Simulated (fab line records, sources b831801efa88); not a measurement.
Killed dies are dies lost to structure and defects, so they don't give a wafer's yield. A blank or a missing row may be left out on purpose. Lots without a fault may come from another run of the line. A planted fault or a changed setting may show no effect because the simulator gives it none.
fab line records | flow gf180mcu
record lots=24 wafers=72 last_day=34
route steps=602 shown STI@15 DNWELL@40 VT_IMPLANT@132 NWELL@137 HV_LDD@183
lots that met no fault: from a run of the same line without faults
start_h: hours from the record's first day to the start of the lot's first wafer shown | wait_h: hours since the lot's step before | " the same as in the row above | L1.1+2: a row that stands for several wafers | - no value, or no start given | * or withheld: withheld | < > ~ a bound
route shown NAME@n: a module of which the file shows steps, and the number in the route of the first | usual: mean/standard deviation of fault-free wafers | same: alike in all rows | chamber/n: place in a boat | sites: the reading at each site | _std_site: their standard deviation | _edge_site: outer sites' mean less inner sites' | radius_mm: how far each site lies from the wafer's centre | mask NAME#n: copy n | behind: the tool/chamber that last shaped the wafer | hold: why the lot was held/for how many hours/how that ended | device: the transistor (n, p or np) that didn't switch | end of line: the same wafers' tests at the end of the route | a step without rows: its recipe alone | killed: dies lost to structure and defects at the first sort, not the wafer's yield | map: a wafer's dies, x killed, . not, _ none there
set.NAME: the setting as run; set.NAME@STEP: as run at that earlier step | model.NAME: the simulator's own value behind a step, which no gauge read
steps of the route over a sample of lots; a table a step, a row a wafer
services: from which hour (start_h, from the record's first day; less than 0 if before it) a tool's chamber was out of use, for how many hours, and why
## steps
# step GF_STI_ETCH_14
# recipe target=Si chemistry=HBr/Cl2/O2 target_depth_nm=360 icp_w=600 bias_w=150 pressure_mtorr=15 HBr_flow_sccm=150 Cl2_flow_sccm=40 O2_flow_sccm=6 time_s=102.9
# usual chamber_pressure_mTorr=14.999/0.013 drypump_motor_current_A=5.9/0.47 mfc_cl2_sccm=40.01/0.12 oes_product_au=1.001/0.0079 throttle_valve_pct=25.657/0.0095
# columns lot.wafer tool chamber start_h wait_h chamber_pressure_mTorr drypump_motor_current_A mfc_cl2_sccm oes_product_au rf_hours_counter_h throttle_valve_pct
L074.2 rie_si-02 3 25.66 0.0 15.018 6.7 40.02 1.003 72 25.658
L074.5 " 3 " " 14.984 6.7 40.10 1.005 - 25.664
L074.6 " 0 " " 15.001 5.6 39.96 1.002 - 25.666
L075.3 rie_si-01 3 30.56 0.0 14.981 5.7 39.87 0.998 67 25.651
L075.4 " 2 " " 14.972 6.0 40.20 0.993 59 25.654
L075.5 " 1 " " 15.000 5.7 39.96 1.000 - 25.654
L076.2 rie_si-01 3 35.44 0.0 14.986 5.8 39.86 0.997 67 25.680
L076.5 " 3 " " 15.009 5.7 39.88 1.002 - 25.651
L076.6 " 2 " " 14.994 6.0 40.09 0.996 - 25.652
L077.1 rie_si-01 1 42.49 0.0 15.010 5.7 40.08 1.000 2 25.645
L077.2 " 3 " " 14.994 5.8 39.99 0.996 67 25.665
L077.6 " 0 " " 14.987 5.1 39.99 0.993 - 25.673
L078.1 rie_si-02 0 46.04 0.0 14.995 5.7 39.87 0.996 150 25.674
L078.2 " 1 " " 15.002 5.8 39.74 0.980 3 25.676
L078.3 " 2 " " 15.003 6.5 40.05 1.009 115 25.663
L079.2 rie_si-01 1 51.59 0.0 15.002 5.8 39.87 1.005 2 25.664
L079.5 " 1 " " 15.020 5.8 39.94 1.007 - 25.646
L079.6 " 0 " " 14.988 5.1 39.79 1.018 - 25.661
L080.1 rie_si-02 3 55.69 0.0 14.998 6.7 40.04 0.999 72 25.658
L080.3 " 2 " " 14.994 6.5 39.98 1.011 115 25.653
L080.4 " 0 " " 14.996 5.7 39.86 1.007 151 25.646
L081.1 rie_si-02 2 61.54 0.0 15.003 6.4 39.89 1.011 115 25.643
L081.4 " 3 " " 15.006 6.7 40.00 1.006 72 25.642
L081.6 " 2 " " 15.025 6.5 39.92 0.997 - 25.651
L082.3 rie_si-02 0 68.74 0.0 14.993 5.7 39.95 0.993 151 25.649
L082.4 " 3 " " 15.003 6.7 40.22 0.992 72 25.644
L082.5 " 1 " " 14.995 5.8 39.99 1.002 - 25.663
L083.1 rie_si-01 3 71.00 0.0 15.025 5.7 40.15 1.000 67 25.654
L083.2 " 2 " " 15.028 6.0 40.04 1.008 59 25.648
L083.4 " 0 " " 15.000 5.2 40.12 1.003 3 25.658
L084.1 rie_si-01 1 76.70 0.0 15.012 5.8 40.06 0.986 2 25.651
L084.3 " 3 " " 15.000 5.8 39.97 0.996 67 25.653
L084.6 " 2 " " 14.991 6.1 39.87 0.998 - 25.659
L085.3 rie_si-01 2 82.94 0.0 15.001 6.1 39.83 0.993 59 25.653
L085.4 " 3 " " 15.017 5.8 40.05 0.991 68 25.652
L085.5 " 0 " " 15.004 5.1 40.08 1.007 - 25.669
L086.1 rie_si-02 1 87.03 0.0 15.013 5.8 40.13 0.987 4 25.648
L086.2 " 3 " " 14.984 6.7 40.00 1.006 72 25.668
L086.6 " 2 " " 14.990 6.5 39.97 1.013 - 25.656
L087.3 rie_si-02 1 93.11 0.0 15.019 5.8 40.00 0.989 4 25.655
L087.4 " 3 " " 15.001 6.7 40.14 1.015 - 25.656
L087.5 " 2 " " 14.979 6.5 39.87 1.011 - 25.636
L088.1 rie_si-01 1 97.56 0.0 14.996 5.7 40.17 1.004 2 25.661
L088.2 " 2 " " 15.000 6.0 40.11 1.012 59 25.644
L088.6 " 0 " " 15.003 5.2 39.97 1.009 - 25.647
L089.3 rie_si-01 2 102.41 0.0 15.005 6.0 39.99 1.007 59 25.666
L089.4 " 3 " " 15.015 5.7 40.04 0.998 68 25.657
L089.5 " 1 " " 15.003 5.7 39.86 1.009 - 25.650
L090.1 rie_si-01 1 108.70 0.0 15.010 5.7 39.88 1.010 2 25.658
L090.3 " 2 " " 15.012 6.1 39.95 1.002 59 25.659
L090.6 " 0 " " 15.001 5.1 40.24 1.004 - 25.644
L091.1 rie_si-01 3 113.26 0.0 14.976 5.8 39.98 0.999 68 25.645
L091.2 " 2 " " 14.965 6.1 39.88 0.995 59 25.668
L091.5 " 0 " " 14.992 5.2 39.89 1.002 - 25.665
L092.3 rie_si-02 0 118.05 0.0 15.001 5.7 40.09 1.005 0 25.659
L092.5 " 1 " " 15.009 5.8 39.99 1.004 - 25.676
L092.6 " 2 " " 15.002 6.5 39.94 1.006 - 25.651
L093.1 rie_si-02 2 123.29 0.0 14.991 6.5 40.07 1.025 116 25.666
L093.2 " 1 " " 15.001 5.8 40.14 0.994 4 25.670
L093.5 " 0 " " 15.010 5.7 40.15 1.019 - 25.650
L094.2 rie_si-02 2 128.99 0.0 15.026 6.5 39.84 1.006 116 25.658
L094.3 " 0 " " 14.985 5.6 40.03 1.005 0 25.645
L094.6 " 0 " " 14.974 5.6 39.98 1.011 - 25.645
L095.2 rie_si-02 2 134.63 0.0 15.005 6.5 39.93 1.010 116 25.651
L095.4 " 3 " " 15.000 6.7 39.94 1.004 73 25.654
L095.5 " 3 " " 15.010 6.7 39.98 1.001 - 25.653
L096.2 rie_si-01 2 139.03 0.0 14.989 6.0 40.05 1.000 60 25.653
L096.3 " 1 " " 14.987 5.7 39.73 1.009 2 25.636
L096.6 " 3 " " 14.993 5.7 39.95 0.999 - 25.662
L097.2 rie_si-01 2 144.36 0.0 14.995 6.0 40.15 0.992 60 25.655
L097.5 " 1 " " 14.997 5.7 40.14 1.004 - 25.642
L097.6 " 0 " " 14.994 5.2 39.91 1.001 - 25.660
# step GF_DNWELL_STRIP_08
# recipe chemistry=O2/N2 power_w=1400 pressure_mtorr=1500 platen_temp_c=250 o2_flow_sccm=3000 n2_flow_sccm=300 overash_fraction=0.5
# usual chamber_pressure_mTorr=1500.1/1.4 drypump_motor_current_A=5.6/0.58 heater_power_w=325/21 oes_product_au=0.722/0.0043 platen_temp_c=249.97/0.18 strip_time_to_endpoint_s=37.01/0.12
# columns lot.wafer tool chamber start_h wait_h chamber_pressure_mTorr drypump_motor_current_A heater_power_w oes_product_au platen_temp_c rf_hours_counter_h strip_time_to_endpoint_s
L074.2 plasma_asher-04 1 42.79 0.1 1500.0 6.1 345 0.724 249.87 36 36.82
L074.5 " 1 " " 1501.1 6.0 350 0.729 250.16 - 36.90
L074.6 " 0 " " 1499.9 4.9 338 0.732 249.87 - 36.88
L075.3 plasma_asher-04 0 47.84 0.1 1501.0 4.8 343 0.722 250.09 - 36.77
L075.4 " 1 " " 1501.5 6.0 353 0.723 249.90 - 36.89
L075.5 " 1 " " 1499.1 6.0 344 0.723 249.84 - 36.79
L076.2 plasma_asher-02 1 53.60 0.1 1500.0 6.1 304 0.721 249.99 45 36.88
L076.5 " 0 " " 1502.2 6.5 296 0.724 249.70 - 36.99
L076.6 " 1 " " 1497.2 6.1 300 0.720 250.02 - 36.92
L077.1 plasma_asher-03 0 60.84 0.1 1499.5 5.2 315 0.726 249.75 27 37.09
L077.2 " 1 " " 1501.2 5.4 312 0.721 250.07 27 37.20
L077.6 " 1 " " 1499.2 5.5 310 0.728 250.19 - 37.19
L078.1 plasma_asher-04 1 62.70 0.1 1501.7 6.0 346 0.719 249.78 38 37.17
L078.2 " 0 " " 1498.8 4.8 355 0.721 249.85 38 36.96
L078.3 " 1 " " 1499.5 6.0 347 0.715 249.86 - 37.13
L079.2 plasma_asher-04 1 70.10 0.1 1498.5 6.1 352 0.730 250.06 38 36.86
L079.5 " 1 " " 1498.3 6.1 341 0.726 250.45 - 36.90
L079.6 " 0 " " 1500.3 4.9 340 0.727 250.04 - 36.92
L080.1 plasma_asher-03 0 74.10 0.1 1500.6 5.2 312 0.728 249.78 28 37.26
L080.3 " 0 " " 1499.6 5.2 308 0.729 249.91 - 37.17
L080.4 " 1 " " 1499.7 5.4 307 0.722 250.14 - 37.11
L081.1 plasma_asher-02 0 78.54 0.1 1498.7 6.5 295 0.721 249.97 48 37.08
L081.4 " 1 " " 1499.4 6.1 300 0.725 250.16 - 37.13
L081.6 " 0 " " 1499.9 6.5 299 0.718 250.06 - 37.15
L082.3 plasma_asher-04 0 86.07 0.1 1501.6 4.8 336 0.720 249.93 - 37.10
L082.4 " 1 " " 1499.9 6.0 355 0.724 249.82 - 37.07
L082.5 " 0 " " 1499.8 4.9 342 0.724 249.87 - 37.01
L083.1 plasma_asher-03 0 89.20 0.1 1500.0 5.2 318 0.727 249.79 30 36.92
L083.2 " 1 " " 1501.4 5.4 314 0.718 249.60 30 36.91
L083.4 " 1 " " 1501.2 5.5 314 0.726 249.84 - 36.95
L084.1 plasma_asher-04 0 94.70 0.1 1502.6 4.8 345 0.714 249.79 40 36.91
L084.3 " 1 " " 1501.8 6.1 348 0.721 250.06 - 36.90
L084.6 " 0 " " 1498.5 4.9 344 0.723 249.91 - 36.95
L085.3 plasma_asher-04 0 101.08 0.1 1498.7 4.9 334 0.722 249.75 - 36.99
L085.4 " 1 " " 1501.0 6.0 356 0.726 250.09 - 37.01
L085.5 " 0 " " 1501.1 4.9 338 0.729 249.94 - 37.00
L086.1 plasma_asher-03 1 107.35 0.1 1498.5 5.4 305 0.728 249.66 32 37.13
L086.2 " 0 " " 1499.5 5.2 321 0.719 250.19 32 37.07
L086.6 " 1 " " 1500.1 5.4 318 0.724 249.93 - 37.19
L087.3 plasma_asher-02 1 111.83 0.1 1502.2 6.1 304 0.716 249.57 - 36.94
L087.4 " 0 " " 1497.4 6.5 298 0.727 250.29 - 36.94
L087.5 " 1 " " 1501.0 6.1 298 0.722 249.65 - 36.86
L088.1 plasma_asher-02 0 116.94 0.1 1499.1 6.5 302 0.712 249.93 52 37.03
L088.2 " 1 " " 1500.7 6.1 294 0.721 250.10 52 36.98
L088.6 " 1 " " 1498.3 6.1 299 0.718 250.02 - 37.03
L089.3 plasma_asher-03 1 121.63 0.1 1501.6 5.4 315 0.718 249.62 - 36.88
L089.4 " 0 " " 1500.3 5.2 315 0.720 249.94 - 37.00
L089.5 " 1 " " 1500.1 5.4 309 0.725 250.00 - 37.00
L090.1 plasma_asher-04 0 129.90 0.1 1500.1 4.9 345 0.732 250.04 1 36.69
L090.3 " 0 " " 1499.3 4.8 358 0.731 250.09 - 36.86
L090.6 " 0 " " 1499.3 4.8 345 0.716 249.78 - 36.78
L091.1 plasma_asher-03 0 133.64 0.1 1501.7 5.2 313 0.719 249.86 35 37.00
L091.2 " 1 " " 1499.5 5.4 307 0.720 250.05 35 37.14
L091.5 " 0 " " 1499.5 5.2 323 0.722 249.70 - 37.20
L092.3 plasma_asher-04 0 137.98 0.1 1499.8 4.8 330 0.719 249.96 - 36.89
L092.5 " 1 " " 1498.9 6.0 358 0.721 249.69 - 36.92
L092.6 " 0 " " 1503.5 4.9 349 0.720 250.06 - 37.09
L093.1 plasma_asher-02 0 142.50 0.1 1501.4 6.5 302 0.726 249.99 55 37.01
L093.2 " 1 " " 1499.2 6.1 296 0.724 250.20 55 37.14
L093.5 " 0 " " 1501.3 6.5 306 0.722 249.96 - 36.82
L094.2 plasma_asher-03 1 151.98 0.1 1500.3 5.4 316 0.730 250.25 37 37.10
L094.3 " 0 " " 1499.8 5.2 322 0.729 249.93 - 37.13
L094.6 " 1 " " 1501.1 5.4 311 0.727 250.13 - 37.05
L095.2 plasma_asher-04 1 155.24 0.1 1499.6 6.0 352 0.723 250.15 4 36.92
L095.4 " 1 " " 1498.5 6.0 342 0.720 250.14 - 37.01
L095.5 " 0 " " 1500.0 4.9 340 0.724 250.25 - 37.10
L096.2 plasma_asher-04 0 159.59 0.1 1500.3 4.9 345 0.724 250.04 4 37.12
L096.3 " 1 " " 1501.5 6.1 354 0.724 249.99 - 37.16
L096.6 " 1 " " 1500.0 6.0 347 0.718 249.83 - 37.18
L097.2 plasma_asher-02 0 164.30 0.1 1502.4 6.5 299 0.725 250.23 58 37.14
L097.5 " 1 " " 1499.8 6.1 292 0.719 250.10 - 37.15
L097.6 " 0 " " 1499.9 6.5 299 0.732 250.09 - 37.20
# step GF_DNWELL_TW_MEAS_09
# usual DNWELL_TW=1328/9.5
# columns lot.wafer tool chamber start_h wait_h DNWELL_TW
L074.2 film_metro-03 - 42.90 0.1 1300
L074.5 " - " " 1308
L074.6 " - " " 1308
L075.3 film_metro-04 - 47.92 0.1 1332
L075.4 " - " " 1339
L075.5 " - " " 1339
L076.2 film_metro-03 - 53.71 0.1 1317
L076.5 " - " " 1316
L076.6 " - " " 1322
L077.1 film_metro-04 - 60.94 0.1 1330
L077.2 " - " " 1332
L077.6 " - " " 1334
L078.1 film_metro-03 - 62.80 0.1 1328
L078.2 " - " " 1330
L078.3 " - " " 1332
L079.2 film_metro-04 - 70.21 0.1 1336
L079.5 " - " " 1346
L079.6 " - " " 1344
L080.1 film_metro-03 - 74.20 0.1 1321
L080.3 " - " " 1316
L080.4 " - " " 1309
L081.1 film_metro-01 - 78.64 0.1 1324
L081.4 " - " " 1326
L081.6 " - " " 1329
L082.3 film_metro-01 - 86.16 0.1 1327
L082.4 " - " " 1320
L082.5 " - " " 1325
L083.1 film_metro-01 - 89.30 0.1 1320
L083.2 " - " " 1320
L083.4 " - " " 1326
L084.1 film_metro-04 - 94.80 0.1 1333
L084.3 " - " " 1334
L084.6 " - " " 1346
L085.3 film_metro-03 - 101.17 0.1 1323
L085.4 " - " " 1333
L085.5 " - " " 1324
L086.1 film_metro-03 - 107.45 0.1 1316
L086.2 " - " " 1322
L086.6 " - " " 1326
L087.3 film_metro-03 - 111.92 0.1 1336
L087.4 " - " " 1331
L087.5 " - " " 1331
L088.1 film_metro-04 - 117.04 0.1 1342
L088.2 " - " " 1338
L088.6 " - " " 1350
L089.3 film_metro-01 - 121.72 0.1 1343
L089.4 " - " " 1338
L089.5 " - " " 1347
L090.1 film_metro-01 - 130.00 0.1 1340
L090.3 " - " " 1337
L090.6 " - " " 1337
L091.1 film_metro-04 - 133.73 0.1 1326
L091.2 " - " " 1335
L091.5 " - " " 1335
L092.3 film_metro-03 - 138.07 0.1 1331
L092.5 " - " " 1324
L092.6 " - " " 1316
L093.1 film_metro-03 - 142.60 0.1 1318
L093.2 " - " " 1322
L093.5 " - " " 1322
L094.2 film_metro-03 - 152.09 0.1 1333
L094.3 " - " " 1328
L094.6 " - " " 1332
L095.2 film_metro-03 - 155.35 0.1 1336
L095.4 " - " " 1333
L095.5 " - " " 1326
L096.2 film_metro-03 - 159.70 0.1 1318
L096.3 " - " " 1319
L096.6 " - " " 1322
L097.2 film_metro-04 - 164.41 0.1 1336
L097.5 " - " " 1334
L097.6 " - " " 1334
# step GF_VT_IMPLANT_STRIP_42
# recipe chemistry=O2/N2 power_w=1400 pressure_mtorr=1500 platen_temp_c=250 o2_flow_sccm=3000 n2_flow_sccm=300 overash_fraction=0.5
# usual chamber_pressure_mTorr=1500.2/1.4 drypump_motor_current_A=5.6/0.49 heater_power_w=314/14 oes_product_au=0.715/0.0044 platen_temp_c=250.02/0.18 strip_time_to_endpoint_s=12.64/0.034
# columns lot.wafer tool chamber start_h wait_h chamber_pressure_mTorr drypump_motor_current_A heater_power_w oes_product_au platen_temp_c rf_hours_counter_h strip_time_to_endpoint_s
L074.2 plasma_asher-02 1 157.42 0.1 1504.1 6.1 298 0.706 249.96 57 12.66
L074.5 " 0 " " 1501.9 6.5 304 0.725 250.05 - 12.61
L074.6 " 1 " " 1498.7 6.1 308 0.712 250.32 - 12.65
L075.3 plasma_asher-03 1 163.75 0.1 1502.5 5.4 319 0.717 250.20 - 12.67
L075.4 " 0 " " 1498.5 5.2 314 0.723 249.86 - 12.65
L075.5 " 0 " " 1500.6 5.2 317 0.714 249.66 - 12.66
L076.2 plasma_asher-02 1 170.11 0.1 1500.7 6.1 295 0.707 250.34 58 12.72
L076.5 " 0 " " 1501.2 6.5 293 0.714 250.16 - 12.71
L076.6 " 1 " " 1502.0 6.1 303 0.721 250.34 - 12.72
L077.1 plasma_asher-02 0 180.60 0.1 1498.6 6.5 289 0.716 250.18 59 12.60
L077.2 " 1 " " 1501.0 6.1 297 0.716 249.74 59 12.64
L077.6 " 0 " " 1502.1 6.5 290 0.710 250.02 - 12.64
L078.1 plasma_asher-01 0 183.02 0.1 1500.9 5.1 342 0.713 249.73 50 12.57
L078.2 " 1 " " 1499.2 5.3 314 0.714 250.24 50 12.62
L078.3 " 0 " " 1499.1 5.1 353 0.723 249.81 - 12.62
L079.2 plasma_asher-02 1 191.62 0.1 1501.6 6.1 294 0.714 249.96 60 12.58
L079.5 " 0 " " 1500.2 6.5 302 0.712 250.16 - 12.61
L079.6 " 1 " " 1499.4 6.1 304 0.714 249.89 - 12.60
L080.1 plasma_asher-02 0 197.72 0.1 1500.5 6.5 291 0.709 250.04 61 12.63
L080.3 " 1 " " 1501.6 6.1 295 0.713 250.10 - 12.64
L080.4 " 0 " " 1501.2 6.5 297 0.712 250.00 - 12.63
L081.1 plasma_asher-01 0 201.03 0.1 1499.9 5.1 334 0.708 250.03 52 12.63
L081.4 " 0 " " 1500.2 5.2 338 0.711 249.80 - 12.59
L081.6 " 1 " " 1501.6 5.3 315 0.720 250.15 - 12.63
L082.3 plasma_asher-03 1 212.37 0.1 1501.2 5.4 307 0.722 250.26 - 12.63
L082.4 " 0 " " 1501.2 5.2 322 0.712 250.07 - 12.64
L082.5 " 0 " " 1499.0 5.3 311 0.713 250.03 - 12.63
L083.1 plasma_asher-03 0 216.08 0.1 1500.6 5.2 312 0.717 249.73 44 12.60
L083.2 " 1 " " 1498.9 5.4 315 0.715 250.04 44 12.60
L083.4 " 0 " " 1501.0 5.2 310 0.714 249.69 - 12.59
L084.1 plasma_asher-03 0 222.22 0.1 1498.4 5.2 304 0.717 249.87 45 12.64
L084.3 " 0 " " 1503.1 5.2 311 0.711 249.89 - 12.58
L084.6 " 1 " " 1499.8 5.4 315 0.712 249.80 - 12.63
L085.3 plasma_asher-01 1 229.98 0.1 1499.8 5.3 318 0.715 250.08 - 12.66
L085.4 " 0 " " 1498.5 5.1 346 0.715 250.12 - 12.59
L085.5 " 1 " " 1498.7 5.2 322 0.717 249.95 - 12.59
L086.1 plasma_asher-03 0 239.02 0.1 1500.3 5.2 315 0.715 250.16 47 12.65
L086.2 " 1 " " 1498.8 5.4 314 0.713 249.81 47 12.63
L086.6 " 1 " " 1499.2 5.4 314 0.709 249.83 - 12.66
L087.3 plasma_asher-03 1 242.40 0.1 1498.0 5.4 315 0.721 250.01 - 12.63
L087.4 " 0 " " 1500.6 5.2 321 0.715 249.93 - 12.72
L087.5 " 1 " " 1499.8 5.4 312 0.717 249.72 - 12.69
L088.1 plasma_asher-01 0 248.63 0.1 1500.1 5.1 339 0.716 249.97 55 12.62
L088.2 " 1 " " 1499.9 5.3 312 0.711 250.06 55 12.65
L088.6 " 1 " " 1500.2 5.3 320 0.716 249.92 - 12.62
L089.3 plasma_asher-02 1 256.68 0.1 1498.9 6.1 296 0.718 250.10 - 12.69
L089.4 " 0 " " 1502.0 6.5 296 0.716 250.16 - 12.69
L089.5 " 1 " " 1500.4 6.1 303 0.720 250.45 - 12.64
L090.1 plasma_asher-01 0 267.70 0.1 1499.9 5.1 348 0.716 250.08 57 12.61
L090.3 " 0 " " 1499.3 5.1 338 0.712 249.86 - 12.61
L090.6 " 0 " " 1499.3 5.1 335 0.706 250.12 - 12.62
L091.1 plasma_asher-03 0 272.48 0.1 1500.4 5.2 324 0.711 250.02 50 12.65
L091.2 " 1 " " 1501.7 5.5 310 0.714 250.21 50 12.63
L091.5 " 0 " " 1498.5 5.2 321 0.711 249.83 - 12.68
L092.3 plasma_asher-01 0 275.18 0.1 1499.8 5.1 346 0.710 249.93 - 12.69
L092.5 " 0 " " 1499.7 5.1 337 0.717 250.18 - 12.64
L092.6 " 1 " " 1500.3 5.3 320 0.725 250.09 - 12.67
L093.1 plasma_asher-03 0 283.00 0.1 1501.8 5.2 314 0.714 249.87 51 12.62
L093.2 " 1 " " 1498.9 5.4 318 0.712 250.19 51 12.60
L093.5 " 1 " " 1497.6 5.4 314 0.717 250.25 - 12.61
L094.2 plasma_asher-02 0 296.42 0.1 1497.1 6.5 300 0.723 250.12 72 12.64
L094.3 " 1 " " 1499.0 6.1 301 0.708 250.04 - 12.62
L094.6 " 1 " " 1498.2 6.1 291 0.708 250.17 - 12.62
L095.2 plasma_asher-01 1 298.67 0.1 1501.1 5.3 311 0.715 249.77 60 12.61
L095.4 " 0 " " 1500.8 5.1 345 0.711 249.85 - 12.63
L095.5 " 0 " " 1498.9 5.2 336 0.713 250.09 - 12.60
L096.2 plasma_asher-03 0 305.65 0.1 1501.6 5.2 313 0.718 249.86 53 12.67
L096.3 " 0 " " 1500.4 5.2 322 0.720 250.10 - 12.65
L096.6 " 0 " " 1500.4 5.2 317 0.709 249.88 - 12.67
L097.2 plasma_asher-03 1 311.55 0.1 1499.8 5.4 317 0.723 249.98 54 12.65
L097.5 " 0 " " 1500.7 5.2 316 0.716 250.14 - 12.64
L097.6 " 1 " " 1499.9 5.4 310 0.711 249.85 - 12.63
# step GF_VT_IMPLANT_RS_MEAS_47
# recipe thk_meas_gauge=four-point-probe
# usual NWELL_RS=488.0/1.1
# columns lot.wafer tool chamber start_h wait_h NWELL_RS[ohm/sq]
L074.2 film_metro-04 - 157.88 0.1 489.0
L074.5 " - " " 487.7
L074.6 " - " " 488.5
L075.3 film_metro-02 - 164.20 0.1 487.5
L075.4 " - " " 486.7
L075.5 " - " " 488.1
L076.2 film_metro-01 - 170.57 0.1 488.8
L076.5 " - " " 488.4
L076.6 " - " " 487.2
L077.1 film_metro-04 - 181.03 0.1 488.8
L077.2 " - " " 488.7
L077.6 " - " " 487.6
L078.1 film_metro-02 - 183.45 0.1 487.4
L078.2 " - " " 487.8
L078.3 " - " " 487.9
L079.2 film_metro-01 - 192.07 0.1 488.4
L079.5 " - " " 487.6
L079.6 " - " " 488.3
L080.1 film_metro-02 - 198.15 0.1 488.4
L080.3 " - " " 489.1
L080.4 " - " " 487.7
L081.1 film_metro-01 - 201.46 0.1 488.5
L081.4 " - " " 487.6
L081.6 " - " " 486.5
L082.3 film_metro-04 - 212.80 0.1 488.0
L082.4 " - " " 486.4
L082.5 " - " " 488.7
L083.1 film_metro-01 - 216.51 0.1 488.8
L083.2 " - " " 489.1
L083.4 " - " " 489.6
L084.1 film_metro-04 - 222.65 0.1 488.4
L084.3 " - " " 488.4
L084.6 " - " " 490.2
L085.3 film_metro-04 - 230.42 0.1 488.4
L085.4 " - " " 489.6
L085.5 " - " " 487.5
L086.1 film_metro-01 - 239.45 0.1 485.8
L086.2 " - " " 487.0
L086.6 " - " " 484.3
L087.3 film_metro-04 - 242.84 0.1 488.4
L087.4 " - " " 487.5
L087.5 " - " " 488.3
L088.1 film_metro-04 - 249.06 0.1 486.8
L088.2 " - " " 487.6
L088.6 " - " " 488.8
L089.3 film_metro-04 - 257.12 0.1 486.9
L089.4 " - " " 487.7
L089.5 " - " " 487.8
L090.1 film_metro-01 - 268.13 0.1 488.8
L090.3 " - " " 488.4
L090.6 " - " " 489.4
L091.1 film_metro-01 - 272.91 0.1 488.0
L091.2 " - " " 488.1
L091.5 " - " " 487.1
L092.3 film_metro-01 - 275.62 0.1 486.7
L092.5 " - " " 487.3
L092.6 " - " " 486.3
L093.1 film_metro-01 - 283.43 0.1 488.6
L093.2 " - " " 489.7
L093.5 " - " " 487.5
L094.2 film_metro-04 - 296.87 0.1 489.0
L094.3 " - " " 489.1
L094.6 " - " " 488.7
L095.2 film_metro-04 - 299.12 0.1 487.0
L095.4 " - " " 486.3
L095.5 " - " " 487.6
L096.2 film_metro-04 - 306.10 0.1 488.2
L096.3 " - " " 488.6
L096.6 " - " " 488.6
L097.2 film_metro-04 - 312.00 0.1 489.5
L097.5 " - " " 489.3
L097.6 " - " " 489.6
# step GF_HV_LDD_CD_MEAS_07
# recipe target_cd_nm=400
# usual cd_nm=400.3/2.4
# columns lot.wafer tool chamber start_h wait_h cd_nm
L074.2 cd_sem-02 - 216.97 0.1 402.9
L074.5 " - " " 399.5
L074.6 " - " " 399.3
L075.3 cd_sem-01 - 220.41 0.1 401.9
L075.4 " - " " 399.3
L075.5 " - " " 401.4
L076.2 cd_sem-01 - 228.26 0.1 397.4
L076.5 " - " " 396.8
L076.6 " - " " 398.2
L077.1 cd_sem-01 - 240.43 0.1 401.2
L077.2 " - " " 402.3
L077.6 " - " " 401.9
L078.1 cd_sem-02 - 245.63 0.1 401.5
L078.2 " - " " 399.5
L078.3 " - " " 399.4
L079.2 cd_sem-01 - 252.57 0.2 403.0
L079.5 " - " " 401.6
L079.6 " - " " 401.0
L080.1 cd_sem-01 - 261.60 0.1 399.7
L080.3 " - " " 400.9
L080.4 " - " " 400.0
L081.1 cd_sem-02 - 264.79 0.1 398.2
L081.4 " - " " 396.8
L081.6 " - " " 397.8
L082.3 cd_sem-01 - 277.28 0.1 396.3
L082.4 " - " " 397.2
L082.5 " - " " 399.0
L083.1 cd_sem-01 - 282.50 0.1 402.0
L083.2 " - " " 402.1
L083.4 " - " " 400.9
L084.1 cd_sem-01 - 287.70 0.1 401.2
L084.3 " - " " 402.6
L084.6 " - " " 402.8
L085.3 cd_sem-01 - 297.87 0.1 402.8
L085.4 " - " " 403.3
L085.5 " - " " 401.8
L086.1 cd_sem-01 - 307.23 0.1 400.2
L086.2 " - " " 401.0
L086.6 " - " " 400.0
L087.3 cd_sem-02 - 308.14 0.1 398.0
L087.4 " - " " 398.2
L087.5 " - " " 397.7
L088.1 cd_sem-01 - 314.83 0.1 395.3
L088.2 " - " " 397.2
L088.6 " - " " 396.3
L089.3 cd_sem-02 - 326.62 0.1 401.2
L089.4 " - " " 404.4
L089.5 " - " " 400.9
L090.1 cd_sem-02 - 335.70 0.1 400.5
L090.3 " - " " 399.9
L090.6 " - " " 401.4
L091.1 cd_sem-01 - 341.33 0.1 397.8
L091.2 " - " " 400.5
L091.5 " - " " 401.9
L092.3 cd_sem-02 - 343.69 0.1 399.0
L092.5 " - " " 398.0
L092.6 " - " " 396.5
L093.1 cd_sem-01 - 354.20 0.1 402.0
L093.2 " - " " 398.3
L093.5 " - " " 399.6
L094.2 cd_sem-01 - 369.95 0.1 395.7
L094.3 " - " " 398.1
L094.6 " - " " 395.6
L095.2 cd_sem-02 - 371.27 0.1 402.6
L095.4 " - " " 400.7
L095.5 " - " " 404.1
L096.2 cd_sem-02 - 378.02 0.1 401.0
L096.3 " - " " 403.6
L096.6 " - " " 403.6
L097.2 cd_sem-02 - 383.40 0.1 403.2
L097.5 " - " " 404.8
L097.6 " - " " 403.8
## services
# columns tool chamber start_h hours kind
plasma_asher-04 - 18.27 15.6 pm
rie_si-02 1 28.11 9.1 repair
plasma_asher-02 - 46.08 1.4 repair
rie_si-02 3 46.32 7.6 repair
plasma_asher-04 - 77.39 8.6 repair
rie_si-02 0 78.46 - clean
rie_si-02 0 78.46 15.7 scheduled_down
rie_si-02 0 78.46 15.7 vent_cycle
plasma_asher-04 - 108.75 9.0 pm
plasma_asher-04 0 108.75 9.0 vent_cycle
plasma_asher-04 1 108.75 9.0 vent_cycle
plasma_asher-04 0 117.75 - clean
plasma_asher-04 1 117.75 - clean
rie_si-01 - 202.06 0.1 repair
plasma_asher-01 - 213.60 13.8 repair
rie_si-02 2 231.86 - clean
rie_si-02 2 231.86 21.1 scheduled_down
rie_si-02 2 231.86 21.1 vent_cycle
rie_si-01 0 261.58 1.9 repair
plasma_asher-03 - 273.85 2.8 pm
## key
fault none
